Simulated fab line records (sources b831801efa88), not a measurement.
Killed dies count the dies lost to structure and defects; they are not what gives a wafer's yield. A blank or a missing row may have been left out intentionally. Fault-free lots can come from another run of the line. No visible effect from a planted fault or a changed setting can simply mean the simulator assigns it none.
Chamber matching / flow sfq-line / 4 sister chambers for SFQ_TRILAYER_I0_CMP_CMP_028 on cmp-02
The step polishes SiO2. 17 wafers are shown with their chamber, then 8 later ones without.

WAFERS, EACH WITH ITS CHAMBER
wafer=L269.4; chamber=0; motor-current-A (A)=11.2; time-to-endpoint-s (s)=210; platen-rpm (rpm)=60.01
wafer=L269.3; chamber=2; motor-current-A (A)=9.6; time-to-endpoint-s (s)=222; platen-rpm (rpm)=59.96
wafer=L269.5; chamber=3; motor-current-A (A)=7.9; time-to-endpoint-s (s)=214; platen-rpm (rpm)=59.92
wafer=L270.4; chamber=3; motor-current-A (A)=7.6; time-to-endpoint-s (s)=223; platen-rpm (rpm)=60.00
wafer=L270.3; chamber=1; motor-current-A (A)=10.5; time-to-endpoint-s (s)=218; platen-rpm (rpm)=60.03
wafer=L270.6; chamber=3; motor-current-A (A)=8.0; time-to-endpoint-s (s)=226; platen-rpm (rpm)=59.98
wafer=L272.3; chamber=1; motor-current-A (A)=10.9; time-to-endpoint-s (s)=218; platen-rpm (rpm)=59.97
wafer=L272.5; chamber=1; motor-current-A (A)=10.9; time-to-endpoint-s (s)=211; platen-rpm (rpm)=60.03
wafer=L272.6; chamber=2; motor-current-A (A)=9.8; time-to-endpoint-s (s)=229; platen-rpm (rpm)=60.01
wafer=L273.2; chamber=1; motor-current-A (A)=11.7; time-to-endpoint-s (s)=211; platen-rpm (rpm)=60.05
wafer=L273.5; chamber=0; motor-current-A (A)=10.9; time-to-endpoint-s (s)=212; platen-rpm (rpm)=59.97
wafer=L273.6; chamber=3; motor-current-A (A)=7.7; time-to-endpoint-s (s)=219; platen-rpm (rpm)=59.99
wafer=L274.1; chamber=1; motor-current-A (A)=11.4; time-to-endpoint-s (s)=214; platen-rpm (rpm)=60.04
wafer=L274.2; chamber=0; motor-current-A (A)=11.1; time-to-endpoint-s (s)=210; platen-rpm (rpm)=59.99
wafer=L274.5; chamber=2; motor-current-A (A)=10.1; time-to-endpoint-s (s)=227; platen-rpm (rpm)=59.96
wafer=L279.2; chamber=2; motor-current-A (A)=10.0; time-to-endpoint-s (s)=228; platen-rpm (rpm)=59.97
wafer=L279.4; chamber=1; motor-current-A (A)=10.8; time-to-endpoint-s (s)=223; platen-rpm (rpm)=60.03

SIGNATURES (averages over the wafers above)
reading=motor-current-A; chamber 0=11.067; chamber 1=11.033; chamber 2=9.875; chamber 3=7.800; scatter within a chamber=0.31
reading=time-to-endpoint-s; chamber 0=210.67; chamber 1=215.83; chamber 2=226.50; chamber 3=220.50; scatter within a chamber=4.15
reading=platen-rpm; chamber 0=59.9900; chamber 1=60.0250; chamber 2=59.9750; chamber 3=59.9725; scatter within a chamber=0.0282
Rule: for each reading, subtract the chamber's mean from the wafer's reading, divide by that reading's scatter and square the result; add these up over the readings and take the root, which gives the wafer's distance from the chamber. If the next closest chamber is less than 2 further off than the closest, the wafer can't be placed; otherwise it belongs to the closest. The scatter: take each reading less its chamber's mean, square it, sum over the shown wafers, divide by the number of wafers less the number of chambers, and take the root.

WAFERS WITHOUT THEIR CHAMBER
wafer=L279.1; motor-current-A (A)=11.2; time-to-endpoint-s (s)=208; platen-rpm (rpm)=60.02
wafer=L282.1; motor-current-A (A)=7.8; time-to-endpoint-s (s)=220; platen-rpm (rpm)=60.01
wafer=L282.4; motor-current-A (A)=10.9; time-to-endpoint-s (s)=235; platen-rpm (rpm)=59.96
wafer=L282.6; motor-current-A (A)=7.9; time-to-endpoint-s (s)=229; platen-rpm (rpm)=60.02
wafer=L285.1; motor-current-A (A)=10.1; time-to-endpoint-s (s)=212; platen-rpm (rpm)=60.03
wafer=L285.5; motor-current-A (A)=9.8; time-to-endpoint-s (s)=215; platen-rpm (rpm)=60.05
wafer=L286.1; motor-current-A (A)=9.9; time-to-endpoint-s (s)=213; platen-rpm (rpm)=59.92
wafer=L286.4; motor-current-A (A)=11.0; time-to-endpoint-s (s)=209; platen-rpm (rpm)=59.97

WHICH CHAMBER EACH WENT THROUGH
wafer=L279.1; from the rows above=can't be placed: 0 or 1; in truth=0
wafer=L282.1; from the rows above=3; in truth=3
wafer=L282.4; from the rows above=can't be placed: 2 or 1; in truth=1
wafer=L282.6; from the rows above=3; in truth=3
wafer=L285.1; from the rows above=can't be placed: 1 or 0 or 2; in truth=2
wafer=L285.5; from the rows above=can't be placed: 2 or 1 or 0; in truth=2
wafer=L286.1; from the rows above=can't be placed: 2 or 0 or 1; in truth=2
wafer=L286.4; from the rows above=can't be placed: 0 or 1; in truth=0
2 of 8 placed correctly. These rows do not allow placing 6 (true chamber among the candidates in 6). Wrongly placed: 0.
